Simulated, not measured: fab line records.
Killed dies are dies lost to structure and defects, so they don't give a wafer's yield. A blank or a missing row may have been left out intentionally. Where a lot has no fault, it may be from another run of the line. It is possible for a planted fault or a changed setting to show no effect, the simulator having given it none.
A lot that was struck, set against a sound lot :: flow sky130 :: 21 steps out of a route of 708
Sound: wafers L710.2, L710.4, L710.5. Struck: wafers L723.1, L723.4, L723.5. At the end, the cause is stated.
Order at every step that has rows: each side's tool, ch and its chambers, its first start. Under that, the readings that differ: sound wafers :: struck wafers :: difference of the means :: sigmas: that difference in standard deviations of wafers without a fault.
alike: a reading whose means differ by less than 2 such deviations, as well as words and numbers matching on both sides. not compared: withheld readings; readings where some wafer has no value; bounds like >300 that might hide an equal value; numbers whose values overlap and for which the record gives no deviation.
A row with sigmas, a row that says differs or no value, or rows on one side alone: a step with any of these is where the two part. Numbers that don't overlap but have no deviation are shown without sigmas and don't part them. Lack of a reading on every wafer of one side parts them only where that side has two or more wafers.

first, 3 steps without rows for these wafers: SKY_VT_ADJUST_HVTP_EXPOSE_04 (exposes mask HVTPM, target cd 380 nm); SKY_VT_ADJUST_HVTP_PEB_05; SKY_VT_ADJUST_HVTP_DEVELOP_06 (develop time 60 s).
SKY_VT_ADJUST_HVTP_CD_MEAS_07 targets a cd of 380 nm.
  sound on cdSem-02 at day 6 03:31; struck on cdSem-01 at day 9 10:33
  alike: cdNm
SKY_VT_ADJUST_HVTP_OVL_MEAS_08:
  sound on overlay-02 at day 6 03:37; struck on overlay-02 at day 9 10:40
  alike: VT_ADJUST_HVTP_OVL
then, 1 step without rows for these wafers: SKY_VT_ADJUST_HVTP_IMPLANT_09.
SKY_VT_ADJUST_HVTP_STRIP_10: strips in O2/N2.
  sound on plasmaAsher-02 ch 0,1, day 6 03:48; struck on plasmaAsher-04 ch 0,1, day 9 10:51
  alike: drypumpMotorCurrentA, oesProductAu, stripTimeToEndpointS
  not compared: rfHoursCounterH
SKY_VT_ADJUST_HVTP_TW_MEAS_11:
  sound on filmMetro-04 at day 6 03:55; struck on filmMetro-01 at day 9 10:57
  alike: VT_ADJUST_HVTP_TW
then, 4 steps without rows for these wafers: SKY_VT_ADJUST_LVTN_DEHYDRATE_00 (time 60 s); SKY_VT_ADJUST_LVTN_HMDS_01 (prime time 60 s); SKY_VT_ADJUST_LVTN_COAT_02 (resist thk 3000 nm); SKY_VT_ADJUST_LVTN_SOFTBAKE_03.
SKY_VT_ADJUST_LVTN_EXPOSE_04: exposes mask NWM COMPLEMENT LESS NATIVE, target cd 840 nm.
  sound on ilineStepper-01 ch 0, day 6 13:31; struck on ilineStepper-01 ch 0, day 9 21:44
reading: mask
sound: NWM_COMPLEMENT_LESS_NATIVE#0 NWM_COMPLEMENT_LESS_NATIVE#0 NWM_COMPLEMENT_LESS_NATIVE#0
struck: HVTPM#0 HVTPM#0 HVTPM#0
difference: differs
sigmas: 
then, 2 steps without rows for these wafers: SKY_VT_ADJUST_LVTN_PEB_05; SKY_VT_ADJUST_LVTN_DEVELOP_06 (develop time 60 s).
SKY_VT_ADJUST_LVTN_OVL_MEAS_07:
  sound on overlay-01 at day 6 22:23; struck on overlay-02 at day 10 09:09
reading: VT_ADJUST_LVTN_OVL (nm)
sound: 0.2 0.8 0.2
struck: - - -
difference: no value on the struck wafers
sigmas: 
then, 1 step without rows for these wafers: SKY_VT_ADJUST_LVTN_IMPLANT_08.
SKY_VT_ADJUST_LVTN_STRIP_09: strips in O2/N2.
  sound on plasmaAsher-02 ch 1, day 6 22:34; struck on plasmaAsher-03 ch 0,1, day 10 09:20
  alike: drypumpMotorCurrentA, oesProductAu, stripTimeToEndpointS
  not compared: rfHoursCounterH
SKY_VT_ADJUST_LVTN_TW_MEAS_10:
  sound on filmMetro-01 at day 6 22:40; struck on filmMetro-04 at day 10 09:26
reading: VT_ADJUST_LVTN_TW
sound: 241.6 241.0 240.4
struck: 30.2 30.4 30.5
difference: -210.6
sigmas: -99 or more
then, 1 step without rows for these wafers: SKY_VT_ADJUST_LVTN_DEHYDRATE_11 (time 60 s).
-- a jump in the record: the struck wafers' starts before and after are 39 days apart (it breaks off in module VT_ADJUST_LVTN and resumes in module PAD_OPEN, where the first step shown is number 708 of the route) --
SKY_PAD_OPEN_PROBE_99:
  sound on prober-01 at day 46 01:49; struck on prober-02 at day 48 22:26
reading: killed_at_M0_to_M3
sound: 28
struck: 40 41 46
difference: +14
sigmas: +2

reading: killedAtFrontEnd
sound: 16
struck: 429 423 415
difference: +406
sigmas: +81

reading: killedDies
sound: 67
struck: 492 492 492
difference: +425
sigmas: +47

reading: killedOnRim
sound: 14
struck: 96 96 96
difference: +82
sigmas: +22

reading: model.etest.tipP.rsOhmSq
sound: 6941
struck: 6440 6422 6420
difference: -514
sigmas: 

reading: model.etest.pfet_01v8.rOnOhmUm
sound: 2866
struck: 2632 2633 2676
difference: -219
sigmas: 

reading: model.etest.nfet_01v8_lvt.driveUaUm
sound: 573.4
struck: 634.9 635.5 626.6
difference: +58.9
sigmas: 

reading: model.etest.nfet_01v8.driveUaUm
sound: 502.5
struck: 548.9 555 544.1
difference: +46.8
sigmas: 

reading: model.etest.nfet_01v8_swapped.driveUaUm
sound: 502.3
struck: 549.2 553.1 542
difference: +45.8
sigmas: 

reading: model.etest.nfet_01v8_turned.driveUaUm
sound: 503.1
struck: 546 549 542
difference: +43
sigmas: 

reading: model.etest.pfet_01v8.driveUaUm
sound: 195.1
struck: 228.6 227.8 224
difference: +31.7
sigmas: 

reading: model.etest.pfet_01v8_mvt.driveUaUm
sound: 151.9
struck: 184.9 183.8 180.9
difference: +31.3
sigmas: 
  alike: killed_at_M4_up, killedAtContacts, killedAtOther, killedOpen, killedShort

## WHERE THEY PART
Earliest at SKY_VT_ADJUST_LVTN_EXPOSE_04; latest, in this record, at SKY_PAD_OPEN_PROBE_99.

WHY: whatever the simulator had introduced
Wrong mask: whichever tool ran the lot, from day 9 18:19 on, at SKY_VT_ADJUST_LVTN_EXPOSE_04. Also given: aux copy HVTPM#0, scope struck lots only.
